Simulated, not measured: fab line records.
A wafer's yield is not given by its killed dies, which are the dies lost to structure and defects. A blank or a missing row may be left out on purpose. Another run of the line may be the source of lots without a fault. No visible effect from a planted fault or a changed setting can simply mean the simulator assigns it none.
A struck lot beside a sound one | flow sky130 | 14 steps out of a route of 708
Sound: wafers L309.1, L309.4, L309.6. Wafers struck: L316.1, L316.5, L316.6. The cause comes at the end.
Per side, at each step with rows, come the tool, then ch with its chambers, and then its first start. Under that, the readings that differ: sound wafers | struck wafers | difference of the means | sigmas: that difference in standard deviations of wafers without a fault.
alike: a reading whose means differ by less than 2 such deviations, as well as words and numbers matching on both sides. not compared: withheld readings; readings where some wafer has no value; bounds like >300 that might hide an equal value; numbers whose values overlap and for which the record gives no deviation.
Wherever a step has rows on one side only, a row that says differs or no value, or a row with sigmas, the two part there. When numbers do not overlap yet have no deviation, they are printed without sigmas and do not part them. A reading that every wafer of one side lacks parts them only if that side has two wafers or more.

first, 6 steps without rows for these wafers: SKY_VIA4_HMDS_05 (prime time 60 s); SKY_VIA4_COAT_06 (resist thk 1140 nm); SKY_VIA4_SOFTBAKE_07 (time 60 s); SKY_VIA4_EXPOSE_08 (exposes mask VIM4, target cd 800 nm); SKY_VIA4_PEB_09; SKY_VIA4_DEVELOP_10 (develop time 60 s).
SKY_VIA4_OVL_MEAS_11:
  struck on overlay-01, day 45 18:14; sound on overlay-01, day 44 06:51
  alike: VIA4_OVL
SKY_VIA4_ETCH_12: etches SiO2 in C4F8/O2/Ar, stops on TiN, target depth 580 nm.
  sound on rie_diel-01 ch 1,3, day 44 06:53; struck on rie_diel-01 ch 0,1, day 45 18:16
  alike: oes_product_au
SKY_VIA4_STRIP_13: strips in O2/N2.
  sound on plasma_asher-03 ch 0, day 44 06:58; struck on plasma_asher-02 ch 0,1, day 45 18:20
  alike: drypump_motor_current_A, oes_product_au, strip_time_to_endpoint_s
  not compared: rf_hours_counter_h
then, 3 steps without rows for these wafers: SKY_VIA4_STRIP_14 (strips in post etch residue remover, time 1200 s); SKY_VIA4_CLEAN_15 (cleans in IPA, time 180 s); SKY_VIA4_CLEAN_16 (cleans in O3/DIW).
SKY_VIA4_SPUTTER_17: material TiN, target thk 20 nm, time 80 s.
  struck on pvd_sputter-03, day 45 19:05; sound on pvd_sputter-01, day 44 07:35
  no value came back on the struck wafers for cathode_dc_power_W (W), chamber_pressure_pa (Pa), throttle_valve_pct (%); on the sound wafers cathode_dc_power_W (W) reads 4000.7 3999.7 3999.5
SKY_VIA4_CVD_18: deposits W, target thk 505 nm, time 152.14 s.
  sound on cvd_w-01 ch 0,1, day 44 07:39; struck on cvd_w-02 ch 0,1, day 45 19:08
  alike: heater_power_w

== WHERE THEY PART ==
Only at SKY_VIA4_SPUTTER_17, within this record. Later steps at which nothing parts them and some readings are alike: SKY_VIA4_CVD_18.

WHY: what had been put in by the simulator
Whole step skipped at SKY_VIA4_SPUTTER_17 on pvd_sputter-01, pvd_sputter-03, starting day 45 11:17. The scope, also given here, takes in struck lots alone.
